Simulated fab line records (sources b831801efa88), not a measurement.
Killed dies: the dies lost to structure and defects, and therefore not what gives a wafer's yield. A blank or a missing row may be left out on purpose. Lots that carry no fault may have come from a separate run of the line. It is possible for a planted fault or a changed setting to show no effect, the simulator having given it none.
Which tool is to blame? | flow gf180mcu | Sampling: 12 lots, 36 wafers, 4 of 602 route steps

== WHAT THE GAUGES READ, wafer by wafer ==
GF_M4_CD_MEAS_14: target cd 280 nm.
lot  | measured     | on        | cd_nm (nm)
L975 | day 22 18:46 | cd_sem-01 | 279.5 278.4 277.9
L976 | day 23 13:08 | cd_sem-01 | 278.9 280.4 281.2
L978 | day 24 08:22 | cd_sem-02 | 279.5 279.6 279.8
L980 | day 25 05:23 | cd_sem-02 | 280.9 280.3 280.6
L981 | day 25 18:24 | cd_sem-02 | 279.9 281.4 280.6
L982 | day 25 19:24 | cd_sem-02 | 278.3 278.7 277.0
L983 | day 26 16:32 | cd_sem-02 | 280.7 280.5 280.3
L990 | day 28 16:36 | cd_sem-01 | 299.4 299.3 299.5 299.1 299.1 299.3
L992 | day 29 00:58 | cd_sem-02 | 297.8 298.7 299.3 298.1 298.5 299.3
L993 | day 29 06:57 | cd_sem-01 | 278.3 278.0 278.5
L994 | day 29 10:39 | cd_sem-01 | 280.7 281.4 280.7
L998 | day 30 07:56 | cd_sem-02 | 282.1 280.3 279.4

== WHICH TOOL RAN EACH LOT (tool, then ch and the chambers of the sampled wafers, then the start) ==
lot  | GF_M4_SPUTTER_00             | GF_M4_SPUTTER_04             | GF_M4_PEB_12
L975 | pvd_sputter-01, day 21 19:41 | pvd_sputter-01, day 21 19:52 | litho_track-02 ch 0, day 22 18:25
L976 | pvd_sputter-03, day 22 14:24 | pvd_sputter-03, day 22 14:35 | litho_track-04 ch 0, day 23 12:49
L978 | pvd_sputter-01, day 23 09:46 | pvd_sputter-01, day 23 09:56 | litho_track-04 ch 0, day 24 08:02
L980 | pvd_sputter-03, day 24 07:16 | pvd_sputter-03, day 24 07:26 | litho_track-02 ch 0, day 25 05:02
L981 | pvd_sputter-02, day 24 21:29 | pvd_sputter-02, day 24 21:40 | litho_track-04 ch 0, day 25 18:03
L982 | pvd_sputter-02, day 24 22:44 | pvd_sputter-02, day 24 22:55 | litho_track-01 ch 0, day 25 19:03
L983 | pvd_sputter-03, day 25 19:44 | pvd_sputter-03, day 25 19:55 | litho_track-02 ch 0, day 26 16:11
L990 | pvd_sputter-01, day 27 21:16 | pvd_sputter-01, day 27 21:26 | litho_track-04 ch 0, day 28 16:15
L992 | pvd_sputter-01, day 28 06:12 | pvd_sputter-01, day 28 06:23 | litho_track-04 ch 0, day 29 00:38
L993 | pvd_sputter-03, day 28 11:41 | pvd_sputter-03, day 28 11:52 | litho_track-01 ch 0, day 29 06:36
L994 | pvd_sputter-02, day 28 15:37 | pvd_sputter-02, day 28 15:47 | litho_track-01 ch 0, day 29 10:18
L998 | pvd_sputter-01, day 29 13:41 | pvd_sputter-01, day 29 13:52 | litho_track-02 ch 0, day 30 07:35
- GF_M4_SPUTTER_00: material Ti, target thk 37.5 nm, time 150 s.
- GF_M4_SPUTTER_04: material TiN, target thk 50 nm, time 41.7 s.
- GF_M4_PEB_12: peb time 90 s.

== WHAT THE TOOLS THEMSELVES READ (means of the sampled wafers that have a number; where no wafer has one, the mark that the record gives instead) ==
GF_M4_SPUTTER_00.
lot  | tool           | throttle_valve_pct (%)
L975 | pvd_sputter-01 | 29.0
L976 | pvd_sputter-03 | 29.3
L978 | pvd_sputter-01 | 30.6
L980 | pvd_sputter-03 | 30.8
L981 | pvd_sputter-02 | 31.7
L982 | pvd_sputter-02 | 30.7
L983 | pvd_sputter-03 | 30.7
L990 | pvd_sputter-01 | 29.4
L992 | pvd_sputter-01 | 30.2
L993 | pvd_sputter-03 | 31.0
L994 | pvd_sputter-02 | 30.9
L998 | pvd_sputter-01 | 29.2

GF_M4_SPUTTER_04.
lot  | tool           | throttle_valve_pct (%)
L975 | pvd_sputter-01 | 29.0
L976 | pvd_sputter-03 | 29.5
L978 | pvd_sputter-01 | 30.6
L980 | pvd_sputter-03 | 30.9
L981 | pvd_sputter-02 | 31.6
L982 | pvd_sputter-02 | 30.7
L983 | pvd_sputter-03 | 30.5
L990 | pvd_sputter-01 | 29.3
L992 | pvd_sputter-01 | 30.3
L993 | pvd_sputter-03 | 30.9
L994 | pvd_sputter-02 | 31.0
L998 | pvd_sputter-01 | 29.2

GF_M4_PEB_12.
lot  | tool           | heater_power_total_W (W) | plate_temp_C (C)
L975 | litho_track-02 | 85.73                    | 135.02
L976 | litho_track-04 | 85.67                    | 134.77
L978 | litho_track-04 | 85.67                    | 135.17
L980 | litho_track-02 | 85.76                    | 135.02
L981 | litho_track-04 | 85.71                    | 135.14
L982 | litho_track-01 | 85.78                    | 135.01
L983 | litho_track-02 | 85.68                    | 135.01
L990 | litho_track-04 | 81.24                    | 129.85
L992 | litho_track-04 | 81.23                    | 129.58
L993 | litho_track-01 | 85.62                    | 135.16
L994 | litho_track-01 | 85.66                    | 134.97
L998 | litho_track-02 | 85.69                    | 134.88

== THE ANSWER, worked out from the rows above alone ==
Rule: what is usual is taken from the lots themselves. The widest of any qualifying gaps counts: lots, ordered by their means at a reading, are off when they make up no more than a third of the lots, leave a main group of 4 or more, and stand apart from it by 3 or more times the standard deviation of that group's means. If all means in a main group match to the digits the tables above print for the reading, that group is not used. A lot without any number at a reading at which 4 lots or more have one is off too. Any other lot the step has rows for is counted as sound. First the gauges in route order, then the tools' own readings, where a lot's mean is used as printed above. The first step at which some lot is off is used, and at that step the reading that is off furthest; a lot without a number counts as furthest.
Off: L990, L992, at GF_M4_CD_MEAS_14 (cd_nm). For the main group the mean is 279.8 nm and the standard deviation 1.
If a tool, at a process step before that reading, ran all the lots that are off and no sound lot after the first of them, it fits. Not tried: the gauges at GF_M4_CD_MEAS_14; whatever is off there is also off at GF_M4_PEB_12, on other tools, and gauge error can't account for it. One fits: GF_M4_PEB_12 on litho_track-04. Its last sound lot is L981 (day 25 18:03), its first lot that is off L990 (day 28 16:15): a fault that began between those two fits.
The tool's own readings at GF_M4_PEB_12 bear it out: on the lots that are off they differ by more than 5 times the standard deviation of the sound lots' means. heater_power_total_W reads 81.23 W there against 85.70 W on the sound lots; plate_temp_C reads 129.72 C there against 135.01 C on the sound lots.

== WHAT HAD BEEN PUT IN BY THE SIMULATOR ==
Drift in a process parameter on litho_track-04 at GF_M4_PEB_12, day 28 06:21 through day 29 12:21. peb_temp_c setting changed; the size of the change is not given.
Lots struck among those shown: L990, L992. The rule above found the same.
